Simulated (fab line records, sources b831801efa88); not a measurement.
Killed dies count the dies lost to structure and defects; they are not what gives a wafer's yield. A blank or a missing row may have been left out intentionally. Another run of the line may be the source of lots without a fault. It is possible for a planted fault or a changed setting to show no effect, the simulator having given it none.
The tool behind it: which one?	flow sky130	24 lots with 72 wafers sampled at 2 steps, on a route of 708 steps

## WHAT THE GAUGES SHOWED, per wafer
SKY_POLY_GATE_OVL_MEAS_14. Usual: for POLY_GATE_OVL the level is -4 nm and the standard deviation is 6.
lot	measured	on	POLY_GATE_OVL (nm)	flag
L074	day 17 07:13	overlay-01	-4 -5 -7	
L076	day 17 12:53	overlay-01	-2 3 -3	
L075	day 17 12:32	overlay-01	-2 7 1	
L077	day 18 02:25	overlay-02	-1 -8 -6	
L078	day 18 10:03	overlay-01	-8 -6 -6	
L079	day 18 18:41	overlay-01	-3 -7 -5	
L080	day 18 22:33	overlay-02	-9 -4 -4	
L081	day 19 05:19	overlay-01	-4 -6 -2	
L082	day 19 18:42	overlay-02	-10 -2 -5	
L083	day 19 23:40	overlay-02	-4 -4 1	
L084	day 20 08:40	overlay-01	10 7 2	
L085	day 20 19:51	overlay-01	-4 -8 -4	
L086	day 21 02:01	overlay-02	1 -3 -3	
L087	day 21 16:09	overlay-01	2 5 9	
L088	day 21 20:06	overlay-02	-17 -22 -21	
L089	day 22 04:06	overlay-02	-5 -9 -11	
L090	day 22 06:57	overlay-02	-8 -6 -6	
L091	day 22 15:07	overlay-02	0 -7 -2	
L092	day 22 22:03	overlay-01	3 1 0	
L093	day 23 09:05	overlay-02	-6 -12 -8	
L094	day 23 13:15	overlay-02	-4 -9 -10	
L095	day 24 00:33	overlay-01	0 4 1	
L096	day 24 15:19	overlay-02	-10 2 -5	
L097	day 24 21:13	overlay-01	9 -5 2	

## WHAT TOOL EACH LOT RAN ON (gives the tool, then ch and the chambers of the sampled wafers, and finally the start)
lot	SKY_SONOS_ONO_ETCH_15
L074	rie-diel-01 ch 0,1,2, day 13 10:35
L076	rie-diel-01 ch 0,1, day 13 14:36
L075	rie-diel-03 ch 1,3, day 13 15:17
L077	rie-diel-01 ch 0,2, day 14 06:22
L078	rie-diel-03 ch 0,1,3, day 14 08:38
L079	rie-diel-03 ch 0,1, day 14 20:44
L080	rie-diel-04 ch 2,3, day 14 22:43
L081	rie-diel-01 ch 0,1,3, day 15 03:46
L082	rie-diel-04 ch 1,2,3, day 15 15:18
L083	rie-diel-01 ch 0,1,2, day 15 19:07
L084	rie-diel-01 ch 0,3, day 16 07:23
L085	rie-diel-01 ch 0,2, day 16 17:00
L086	rie-diel-04 ch 0,1,2, day 16 20:52
L087	rie-diel-03 ch 0,1,2, day 17 12:14
L088	rie-diel-04 ch 0,2, day 17 16:55
L089	rie-diel-04 ch 0,3, day 17 23:54
L090	rie-diel-04 ch 0,1, day 18 01:45
L091	rie-diel-04 ch 0,1,2, day 18 09:49
L092	rie-diel-03 ch 0,1,2, day 18 18:50
L093	rie-diel-03 ch 1,2,3, day 19 06:59
L094	rie-diel-03 ch 1,3, day 19 10:26
L095	rie-diel-01 ch 0,1,3, day 19 23:46
L096	rie-diel-04 ch 2,3, day 20 12:52
L097	rie-diel-01 ch 0,1,3, day 20 18:28
- SKY_SONOS_ONO_ETCH_15: etches the open film in CHF3/O2, target depth 19.52 nm, time 7.8 s.

## WHAT THE TOOLS THEMSELVES READ (means of the sampled wafers that have a number; where no wafer has one, the mark that the record gives instead)
SKY_SONOS_ONO_ETCH_15. Usual: drypump-motor-current-A 5.6 A, standard deviation 0.45; oes-product-au 0.998 a.u., standard deviation 0.0077; rf-fwd-power-W 588 W, standard deviation 3.1; throttle-valve-pct 8.825 %, standard deviation 0.0094.
lot	tool	drypump-motor-current-A (A)	oes-product-au (a.u.)	rf-fwd-power-W (W)	throttle-valve-pct (%)	flag
L074	rie-diel-01	5.8	1.001	590	8.831	
L076	rie-diel-01	5.8	0.999	593	8.829	
L075	rie-diel-03	5.7	1.004	588	8.824	
L077	rie-diel-01	5.5	1.001	588	8.829	
L078	rie-diel-03	5.8	0.995	588	8.820	
L079	rie-diel-03	5.8	0.997	587	8.828	
L080	rie-diel-04	5.1	1.007	584	8.830	
L081	rie-diel-01	6.1	0.995	589	8.822	
L082	rie-diel-04	5.1	1.011	586	8.837	
L083	rie-diel-01	5.8	1.002	591	8.820	
L084	rie-diel-01	6.0	0.995	589	8.828	
L085	rie-diel-01	5.5	1.004	589	8.815	
L086	rie-diel-04	5.3	0.995	588	8.821	
L087	rie-diel-03	5.6	0.997	587	8.826	
L088	rie-diel-04	5.5	0.995	590	8.829	
L089	rie-diel-04	5.2	0.993	589	8.832	
L090	rie-diel-04	5.2	1.001	588	8.828	
L091	rie-diel-04	5.2	0.997	588	8.830	
L092	rie-diel-03	5.6	0.992	585	8.821	
L093	rie-diel-03	5.6	0.991	589	8.832	
L094	rie-diel-03	5.7	0.996	589	8.822	
L095	rie-diel-01	6.1	1.009	591	8.826	
L096	rie-diel-04	5.2	0.992	585	8.816	
L097	rie-diel-01	6.1	1.004	591	8.829	

## THE ANSWER, worked out from the rows above alone
Rule: a lot is off if the mean of its wafers that have a number lies more than 3 standard deviations from the usual mean. Also off: a lot with no number at a reading for which 4 or more lots have one. Any other lot the step has rows for is counted as sound. First the gauges in route order, then the tools' own readings, where a lot's mean is used as printed above. At the first step where some lot is off, the reading lying furthest off is the one used; lots without a number count as furthest.
Across all readings shown, no lot is off: no conclusion can be drawn from this.

## WHAT HAD BEEN PUT IN BY THE SIMULATOR
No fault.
